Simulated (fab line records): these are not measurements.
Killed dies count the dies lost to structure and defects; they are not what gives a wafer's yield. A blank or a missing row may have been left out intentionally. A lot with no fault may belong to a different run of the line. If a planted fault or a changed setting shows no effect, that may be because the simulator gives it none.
What tool caused it? | flow sky130 | 12 lots, 36 wafers sampled, at 2 steps of a route of 708

WHAT THE GAUGES SHOWED, per wafer
SKY_VIA1_OVL_MEAS_13.
lot  | measured     | on         | VIA1_OVL (nm)
L075 | day 34 10:20 | overlay-01 | -1 6 -8
L077 | day 34 22:04 | overlay-02 | 2 5 -1
L079 | day 35 15:31 | overlay-01 | -8 -3 -11
L081 | day 36 10:32 | overlay-02 | -8 -10 0
L083 | day 37 07:15 | overlay-01 | -2 0 1
L085 | day 37 14:45 | overlay-02 | 6 4 -3
L087 | day 38 00:16 | overlay-01 | 4 1 -8
L089 | day 39 05:09 | overlay-02 | -4 -9 -7
L091 | day 39 11:52 | overlay-01 | 6 9 -3
L093 | day 39 22:16 | overlay-02 | 17 14 10
L095 | day 40 08:37 | overlay-01 | -1 8 0
L097 | day 40 18:52 | overlay-01 | 5 2 0

EACH LOT AND THE TOOL THAT RAN IT (in order: tool; ch and the chambers of the sampled wafers; start)
lot  | SKY_METAL1_SPUTTER_03
L075 | pvd sputter-02, day 32 02:37
L077 | pvd sputter-04, day 32 14:45
L079 | pvd sputter-04, day 33 08:21
L081 | pvd sputter-03, day 34 04:25
L083 | pvd sputter-03, day 35 00:29
L085 | pvd sputter-02, day 35 09:35
L087 | pvd sputter-04, day 35 18:46
L089 | pvd sputter-03, day 36 23:34
L091 | pvd sputter-03, day 37 08:08
L093 | pvd sputter-02, day 37 18:13
L095 | pvd sputter-04, day 38 05:37
L097 | pvd sputter-02, day 38 15:04
- SKY_METAL1_SPUTTER_03: material Ti, target thk 5 nm, time 3.3 s.

THE ANSWER, worked out from the rows above alone
Rule: usual is defined by the lots themselves. Put in order of their means at a reading, lots are off if they are a third of the lots or fewer, leave a main group of 4 or more, and stand apart from it by a gap of 3 or more times the standard deviation of the main group's means; of several such gaps the widest counts. If all means in a main group match to the digits the tables above print for the reading, that group is not used. A lot without any number at a reading at which 4 lots or more have one is off too. The other lots that the step has rows for count as sound.
Nothing can be told from this: no lot is off at any reading shown.

WHAT THE SIMULATOR PUT IN
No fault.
